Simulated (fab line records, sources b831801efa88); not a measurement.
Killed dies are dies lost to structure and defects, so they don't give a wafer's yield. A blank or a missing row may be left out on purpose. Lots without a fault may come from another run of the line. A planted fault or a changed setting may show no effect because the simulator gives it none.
Which tool did it? | flow sky130 | 12 lots, 36 wafers sampled, at 4 steps of a route of 708

WHAT THE GAUGES READ, wafer by wafer
SKY_LDD_P_TW_MEAS_11.
lot  | measured     | on            | LDD_P_TW
L337 | day 19 12:54 | film_metro-01 | 637 639 635
L338 | day 20 02:56 | film_metro-04 | 635 634 630
L342 | day 21 18:04 | film_metro-02 | 621 622 625
L347 | day 23 15:09 | film_metro-02 | 368 368 371
L348 | day 24 01:43 | film_metro-01 | 376 376 375
L352 | day 25 09:10 | film_metro-01 | 631 628 632
L353 | day 25 10:51 | film_metro-01 | 629 630 632
L355 | day 26 10:19 | film_metro-01 | 632 632 634
L354 | day 26 14:39 | film_metro-04 | 629 629 633
L356 | day 26 15:58 | film_metro-01 | 632 632 630
L357 | day 26 23:00 | film_metro-02 | 623 622 622
L358 | day 27 04:07 | film_metro-04 | 633 634 632

SKY_RES_XHIGH_TW_MEAS_09.
lot  | measured     | on            | RES_XHIGH_TW
L337 | day 27 04:11 | film_metro-01 | 1629 1640 1632
L338 | day 27 14:14 | film_metro-03 | 1665 1664 1652
L342 | day 29 05:43 | film_metro-03 | 1654 1662 1654
L347 | day 30 22:59 | film_metro-02 | 1600 1601 1602
L348 | day 31 07:38 | film_metro-02 | 1606 1623 1603
L352 | day 32 12:40 | film_metro-03 | 1676 1669 1663
L353 | day 32 16:20 | film_metro-01 | 1654 1651 1656
L355 | day 33 12:15 | film_metro-02 | 1592 1590 1589
L354 | day 33 15:58 | film_metro-02 | 1592 1597 1597
L356 | day 33 16:50 | film_metro-01 | 1649 1644 1642
L357 | day 33 22:33 | film_metro-01 | 1656 1646 1650
L358 | day 34 04:23 | film_metro-02 | 1605 1606 1595

WHICH TOOL RAN EACH LOT (tool, then ch and the chambers of the sampled wafers, then the start)
lot  | SKY_LDD_P_IMPLANT_09            | SKY_LDD_HVP_STRIP_09
L337 | implanter-02 ch 0, day 19 12:39 | plasma_asher-01 ch 0,1, day 22 02:55
L338 | implanter-01 ch 0, day 20 02:41 | plasma_asher-02 ch 0,1, day 22 15:36
L342 | implanter-01 ch 0, day 21 17:49 | plasma_asher-02 ch 0,1, day 24 06:35
L347 | implanter-02 ch 0, day 23 14:54 | plasma_asher-02 ch 0,1, day 26 02:22
L348 | implanter-02 ch 0, day 24 01:30 | plasma_asher-01 ch 0,1, day 26 12:38
L352 | implanter-04 ch 0, day 25 08:55 | plasma_asher-02 ch 0,1, day 27 19:36
L353 | implanter-04 ch 0, day 25 10:36 | plasma_asher-02 ch 0,1, day 27 21:16
L355 | implanter-04 ch 0, day 26 10:04 | plasma_asher-01 ch 0,1, day 28 19:47
L354 | implanter-02 ch 0, day 26 14:26 | plasma_asher-02 ch 0,1, day 28 23:40
L356 | implanter-02 ch 0, day 26 15:45 | plasma_asher-01 ch 0,1, day 29 01:13
L357 | implanter-02 ch 0, day 26 22:47 | plasma_asher-02 ch 0,1, day 29 08:01
L358 | implanter-02 ch 0, day 27 03:54 | plasma_asher-01 ch 0,1, day 29 13:17
- SKY_LDD_P_IMPLANT_09
- SKY_LDD_HVP_STRIP_09: strips in O2/N2.

WHAT THE TOOLS THEMSELVES READ (means of the sampled wafers that have a number; where no wafer has one, the mark that the record gives instead)
SKY_LDD_P_IMPLANT_09.
lot  | tool         | beam_on_s (s) | dose_ions_cm2 | faraday_current_uA
L337 | implanter-02 | 10.07         | 9.9973e+12    | 56.1
L338 | implanter-01 | 10.11         | 9.9950e+12    | 55.7
L342 | implanter-01 | 10.27         | 1.0006e+13    | 55.0
L347 | implanter-02 | 9.95          | 1.8020e+12    | 10.2
L348 | implanter-02 | 10.00         | 1.8047e+12    | 10.1
L352 | implanter-04 | 9.95          | 9.9967e+12    | 56.7
L353 | implanter-04 | 9.94          | 1.0001e+13    | 56.8
L355 | implanter-04 | 9.78          | 1.0007e+13    | 57.7
L354 | implanter-02 | 10.06         | 9.9987e+12    | 56.1
L356 | implanter-02 | 9.99          | 9.9970e+12    | 56.5
L357 | implanter-02 | 10.08         | 1.0001e+13    | 56.0
L358 | implanter-02 | 9.95          | 9.9827e+12    | 56.6

SKY_LDD_HVP_STRIP_09.
lot  | tool            | drypump_motor_current_A (A) | o2_flow_sccm (sccm) | oes_product_au (a.u.) | strip_time_to_endpoint_s (s)
L337 | plasma_asher-01 | 5.6                         | 3007                | 0.413                 | 4.139
L338 | plasma_asher-02 | 5.7                         | 2998                | 0.406                 | 4.133
L342 | plasma_asher-02 | 5.7                         | 2994                | 0.408                 | 4.148
L347 | plasma_asher-02 | 5.7                         | 3000                | 0.408                 | 4.145
L348 | plasma_asher-01 | 5.4                         | 2998                | 0.409                 | 4.156
L352 | plasma_asher-02 | 6.0                         | 3005                | 0.409                 | 4.140
L353 | plasma_asher-02 | 5.9                         | 2998                | 0.408                 | 4.152
L355 | plasma_asher-01 | 5.4                         | 2987                | 0.409                 | 4.142
L354 | plasma_asher-02 | 5.7                         | 2999                | 0.410                 | 4.138
L356 | plasma_asher-01 | 5.6                         | 3006                | 0.410                 | 4.137
L357 | plasma_asher-02 | 5.7                         | 3010                | 0.403                 | 4.114
L358 | plasma_asher-01 | 5.6                         | 2998                | 0.409                 | 4.117

THE ANSWER, worked out from the rows above alone
Rule: what is usual is taken from the lots themselves. Put in order of their means at a reading, lots are off if they are a third of the lots or fewer, leave a main group of 4 or more, and stand apart from it by a gap of 3 or more times the standard deviation of the main group's means; of several such gaps the widest counts. A main group whose means are all the same, to the digits that the tables above print for the reading, isn't used. A lot without any number at a reading at which 4 lots or more have one is off too. The other lots that the step has rows for count as sound. The gauges are gone through in route order, then the tools' own readings, and for those a lot's mean is taken as printed above. The first step at which some lot is off is used, and at that step the reading that is off furthest; a lot without a number counts as furthest.
Off: L347, L348, at SKY_LDD_P_TW_MEAS_11 (LDD_P_TW). The main group: mean 630, standard deviation 4.3.
A tool fits if, at a process step before that reading, it ran every lot that is off, and no sound lot after the first of them. The gauges at SKY_LDD_P_TW_MEAS_11 aren't tried: what is off there is off at SKY_LDD_P_IMPLANT_09 too, on other tools, and a gauge's error can't cause that. None of those tried fits.

WHAT THE SIMULATOR HAD PUT IN
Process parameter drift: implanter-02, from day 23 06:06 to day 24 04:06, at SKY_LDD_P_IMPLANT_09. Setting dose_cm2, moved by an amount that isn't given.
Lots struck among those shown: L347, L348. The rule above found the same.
